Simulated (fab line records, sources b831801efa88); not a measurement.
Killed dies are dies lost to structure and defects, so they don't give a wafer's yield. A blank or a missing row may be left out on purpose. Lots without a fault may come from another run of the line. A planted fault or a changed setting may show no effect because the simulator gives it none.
Which tool did it? | flow gf180mcu | 11 lots, 33 wafers sampled, at 6 steps of a route of 602

WHAT THE GAUGES READ, wafer by wafer
GF_PSD_TW_MEAS_11.
lot  | measured     | on            | PSD_TW
L505 | day 14 10:44 | film_metro-01 | 3170 3176 3192
L504 | day 14 13:29 | film_metro-03 | 3168 3176 3178
L508 | day 15 16:50 | film_metro-03 | 3193 3158 3182
L509 | day 15 18:42 | film_metro-03 | 3181 3156 3155
L510 | day 16 05:09 | film_metro-04 | 3129 3128 3120
L512 | day 16 21:41 | film_metro-01 | 3192 3204 3198
L513 | day 17 07:00 | film_metro-01 | 3172 3205 3170
L515 | day 17 22:52 | film_metro-04 | 3141 3135 3144
L523 | day 20 23:56 | film_metro-04 | 2968 2948 2974 2976 3008 3001
L524 | day 21 04:05 | film_metro-04 | 2981 2983 3006 2995 2991 2991
L525 | day 21 15:38 | film_metro-04 | 3157 3158 3163

GF_PSD_RS_MEAS_15: measures by four-point-probe.
lot  | measured     | on            | PSD_RS (ohm/sq)
L505 | day 14 11:05 | film_metro-03 | 107.8 108.6 107.9
L504 | day 14 13:49 | film_metro-04 | 108.8 108.4 108.7
L508 | day 15 17:08 | film_metro-01 | 109.0 108.9 108.9
L509 | day 15 19:02 | film_metro-04 | 108.6 108.6 108.8
L510 | day 16 05:29 | film_metro-03 | 108.3 108.2 108.4
L512 | day 16 22:01 | film_metro-03 | 108.5 108.6 108.5
L513 | day 17 07:20 | film_metro-04 | 108.8 108.8 108.9
L515 | day 17 23:11 | film_metro-01 | 109.2 108.8 108.9
L523 | day 21 02:14 | film_metro-01 | 123.2 122.8 123.0 123.2 122.4 123.3
L524 | day 21 07:02 | film_metro-04 | 123.3 122.8 122.5 123.4 122.8 122.8
L525 | day 21 15:56 | film_metro-03 | 108.7 108.6 108.7

GF_SAB_OVL_MEAS_10.
lot  | measured     | on         | SAB_OVL (nm)
L505 | day 15 08:18 | overlay-01 | -2.1 -1.8 -1.0
L504 | day 15 11:01 | overlay-01 | -3.1 -2.3 -2.8
L508 | day 16 15:44 | overlay-01 | -1.1 -1.3 -2.2
L509 | day 16 17:38 | overlay-02 | -2.5 -2.0 -2.7
L510 | day 17 04:04 | overlay-01 | -0.6 0.0 -1.0
L512 | day 17 21:35 | overlay-01 | -2.2 -1.5 -2.0
L513 | day 18 06:44 | overlay-02 | -2.2 -1.9 -1.5
L515 | day 18 23:05 | overlay-02 | -3.2 -2.9 -3.2
L523 | day 22 00:31 | overlay-01 | -2.3 -2.0 -3.0
L524 | day 22 04:04 | overlay-01 | -3.3 -2.1 -2.2
L525 | day 22 15:02 | overlay-02 | -2.3 -1.5 -2.3

WHICH TOOL RAN EACH LOT (tool, then ch and the chambers of the sampled wafers, then the start)
lot  | GF_HV_LDD_STRIP_37                   | GF_PSD_IMPLANT_09               | GF_PSD_STRIP_10
L505 | plasma_asher-04 ch 0,1, day 11 19:45 | implanter-01 ch 0, day 14 10:31 | plasma_asher-03 ch 0,1, day 14 10:38
L504 | plasma_asher-04 ch 0,1, day 11 20:19 | implanter-04 ch 0, day 14 13:15 | plasma_asher-04 ch 0,1, day 14 13:23
L508 | plasma_asher-04 ch 0,1, day 12 22:27 | implanter-04 ch 0, day 15 16:35 | plasma_asher-03 ch 0,1, day 15 16:44
L509 | plasma_asher-01 ch 0,1, day 12 23:16 | implanter-02 ch 0, day 15 18:28 | plasma_asher-01 ch 0,1, day 15 18:35
L510 | plasma_asher-01 ch 0,1, day 13 10:00 | implanter-01 ch 0, day 16 04:50 | plasma_asher-03 ch 0,1, day 16 05:04
L512 | plasma_asher-01 ch 0,1, day 14 01:24 | implanter-01 ch 0, day 16 21:27 | plasma_asher-03 ch 0,1, day 16 21:35
L513 | plasma_asher-01 ch 0,1, day 14 09:20 | implanter-04 ch 0, day 17 06:47 | plasma_asher-04 ch 0,1, day 17 06:55
L515 | plasma_asher-04 ch 0,1, day 15 01:20 | implanter-04 ch 0, day 17 22:38 | plasma_asher-04 ch 0,1, day 17 22:46
L523 | plasma_asher-02 ch 0,1, day 17 18:33 | implanter-01 ch 0, day 20 23:41 | plasma_asher-04 ch 0,1, day 20 23:50
L524 | plasma_asher-04 ch 0,1, day 17 23:39 | implanter-01 ch 0, day 21 03:51 | plasma_asher-01 ch 0, day 21 03:59
L525 | plasma_asher-04 ch 0,1, day 18 10:54 | implanter-02 ch 0, day 21 15:23 | plasma_asher-04 ch 0,1, day 21 15:32
- GF_HV_LDD_STRIP_37: strips in O2/N2.
- GF_PSD_IMPLANT_09
- GF_PSD_STRIP_10: strips in O2/N2.

WHAT THE TOOLS THEMSELVES READ (means of the sampled wafers that have a number; where no wafer has one, the mark that the record gives instead)
GF_HV_LDD_STRIP_37.
lot  | tool            | drypump_motor_current_A (A) | heater_power_w (W) | oes_product_au (a.u.) | strip_time_to_endpoint_s (s)
L505 | plasma_asher-04 | 5.98                        | 339                | 0.714                 | 12.64
L504 | plasma_asher-04 | 5.99                        | 338                | 0.713                 | 12.64
L508 | plasma_asher-04 | 6.02                        | 337                | 0.715                 | 12.70
L509 | plasma_asher-01 | 5.36                        | 322                | 0.719                 | 12.69
L510 | plasma_asher-01 | 5.36                        | 320                | 0.712                 | 12.65
L512 | plasma_asher-01 | 5.35                        | 328                | 0.723                 | 12.61
L513 | plasma_asher-01 | 5.36                        | 344                | 0.721                 | 12.63
L515 | plasma_asher-04 | 5.97                        | 335                | 0.716                 | 12.63
L523 | plasma_asher-02 | 5.88                        | 345                | 0.716                 | 12.63
L524 | plasma_asher-04 | 6.05                        | 333                | 0.718                 | 12.65
L525 | plasma_asher-04 | 5.98                        | 335                | 0.717                 | 12.65

GF_PSD_IMPLANT_09.
lot  | tool         | beam_on_s (s) | faraday_current_uA
L505 | implanter-01 | 9.84          | 8375
L504 | implanter-04 | 10.07         | 8196
L508 | implanter-04 | 9.93          | 8291
L509 | implanter-02 | 10.10         | 8162
L510 | implanter-01 | 9.85          | 8382
L512 | implanter-01 | 9.84          | 8381
L513 | implanter-04 | 9.96          | 8275
L515 | implanter-04 | 10.00         | 8276
L523 | implanter-01 | 7.61          | 10845
L524 | implanter-01 | 7.79          | 10588
L525 | implanter-02 | 9.92          | 8298

GF_PSD_STRIP_10.
lot  | tool            | drypump_motor_current_A (A) | heater_power_w (W) | oes_product_au (a.u.) | strip_time_to_endpoint_s (s)
L505 | plasma_asher-03 | 5.4                         | 390                | 0.593                 | 16.48
L504 | plasma_asher-04 | 6.0                         | 338                | 0.593                 | 16.51
L508 | plasma_asher-03 | 5.6                         | 378                | 0.590                 | 16.57
L509 | plasma_asher-01 | 5.4                         | 327                | 0.593                 | 16.47
L510 | plasma_asher-03 | 5.6                         | 371                | 0.597                 | 16.55
L512 | plasma_asher-03 | 5.7                         | 372                | 0.588                 | 16.51
L513 | plasma_asher-04 | 5.9                         | 341                | 0.592                 | 16.54
L515 | plasma_asher-04 | 6.0                         | 335                | 0.595                 | 16.57
L523 | plasma_asher-04 | 6.1                         | 330                | 0.618                 | 15.73
L524 | plasma_asher-01 | 5.3                         | 357                | 0.612                 | 15.75
L525 | plasma_asher-04 | 6.1                         | 334                | 0.590                 | 16.52

THE ANSWER, worked out from the rows above alone
Rule: what is usual is taken from the lots themselves. Put in order of their means at a reading, lots are off if they are a third of the lots or fewer, leave a main group of 4 or more, and stand apart from it by a gap of 3 or more times the standard deviation of the main group's means; of several such gaps the widest counts. A main group whose means are all the same, to the digits that the tables above print for the reading, isn't used. A lot without any number at a reading at which 4 lots or more have one is off too. The other lots that the step has rows for count as sound. The gauges are gone through in route order, then the tools' own readings, and for those a lot's mean is taken as printed above. The first step at which some lot is off is used, and at that step the reading that is off furthest; a lot without a number counts as furthest.
Off: L523, L524, at GF_PSD_TW_MEAS_11 (PSD_TW). The main group: mean 3167, standard deviation 21.
A tool fits if, at a process step before that reading, it ran every lot that is off, and no sound lot after the first of them. The gauges at GF_PSD_TW_MEAS_11 aren't tried: what is off there is off at GF_PSD_IMPLANT_09 too, on other tools, and a gauge's error can't cause that. One fits: implanter-01 at GF_PSD_IMPLANT_09. Its last sound lot is L512 (day 16 21:27), its first lot that is off L523 (day 20 23:41): a fault that began between those two fits.
The tool's own readings at GF_PSD_IMPLANT_09 bear it out: on the lots that are off they differ by more than 5 times the standard deviation of the sound lots' means. beam_on_s reads 7.70 s there against 9.95 s on the sound lots; faraday_current_uA reads 10716 there against 8293 on the sound lots.

WHAT THE SIMULATOR HAD PUT IN
Process parameter drift: implanter-01, from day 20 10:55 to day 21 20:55, at GF_PSD_IMPLANT_09. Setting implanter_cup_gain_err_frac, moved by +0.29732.
Lots struck among those shown: L523, L524. The rule above found the same.
